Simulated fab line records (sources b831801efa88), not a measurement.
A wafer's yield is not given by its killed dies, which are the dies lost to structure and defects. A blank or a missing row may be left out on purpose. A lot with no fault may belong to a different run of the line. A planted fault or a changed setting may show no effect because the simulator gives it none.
One fault through the eyes of 2 desks :: flow gf180mcu :: each desk has only its own numbers; what lay behind them comes last

== AT THE METROLOGY DESK ==
What the gauges read for every lot (on any tool): the sampled wafers with a number, averaged. Any lot whose mean is over 4 standard deviations away from the usual mean is out of limits and marked OUT; that distance is given in the brackets.
Columns: A = V5_OVL at GF_V5_OVL_MEAS_15, usual -2 nm; B = PASSIVATION_CVD_00_THK at GF_PASSIVATION_THK_MEAS_01, usual 1001 nm
lot: L594
first seen here: day 27 01:18
A: -1
B: 1011

lot: L595
first seen here: day 27 20:04
A: -4
B: 1002

lot: L596
first seen here: day 27 23:08
A: -4
B: 1007

lot: L599
first seen here: day 28 23:46
A: -4
B: 1013

lot: L600
first seen here: day 29 14:58
A: 1
B: 1001

lot: L601
first seen here: day 29 19:54
A: -5
B: 1011

lot: L602
first seen here: day 30 14:15
A: -2
B: 995

lot: L603
first seen here: day 30 20:34
A: -8
B: 1002

lot: L606
first seen here: day 31 18:31
A: 8
B: 997

lot: L605
first seen here: day 31 18:41
A: -2
B: 1008

lot: L609
first seen here: day 32 03:03
A: 0
B: 990

lot: L615
first seen here: day 32 22:11
A: 1
B: 1001

lot: L616
first seen here: day 34 02:44
A: -4
B: 1004
Result from this desk: across the 13 lots, nothing is out of limits.

== THE TOOL OWNER'S DESK: pecvd-01 ==
The tool's own readings at GF_V5_CVD_02 (deposits SiO2 from TEOS, target thk 1450 nm, time 163.28 s): means of the sampled wafers that have a number, for each lot that ran on this tool. Any lot whose mean is over 4 standard deviations away from the usual mean is out of limits and marked OUT; that distance is given in the brackets.
Columns: A = heaterPowerW at GF_V5_CVD_02, usual 684 W
lot: L594
first seen here: day 26 04:55
A: 801

lot: L595
first seen here: day 26 23:32
A: 843

lot: L600
first seen here: day 28 18:31
A: 820

lot: L602
first seen here: day 29 18:56
A: 738

lot: L603
first seen here: day 30 01:43
A: 811

lot: L606
first seen here: day 30 12:34
A: 776

lot: L605
first seen here: day 30 13:26
A: 765

lot: L609
first seen here: day 31 20:12
A: 825

lot: L615
first seen here: day 32 00:11
A: 833

lot: L616
first seen here: day 33 10:17
A: 789
Result from this desk: across the 10 lots, nothing is out of limits.

== BROUGHT TOGETHER ==
The metrology desk saw nothing out of limits.
The desk of the tool owner found nothing out of limits.

== WHAT THE SIMULATOR HAD PUT IN ==
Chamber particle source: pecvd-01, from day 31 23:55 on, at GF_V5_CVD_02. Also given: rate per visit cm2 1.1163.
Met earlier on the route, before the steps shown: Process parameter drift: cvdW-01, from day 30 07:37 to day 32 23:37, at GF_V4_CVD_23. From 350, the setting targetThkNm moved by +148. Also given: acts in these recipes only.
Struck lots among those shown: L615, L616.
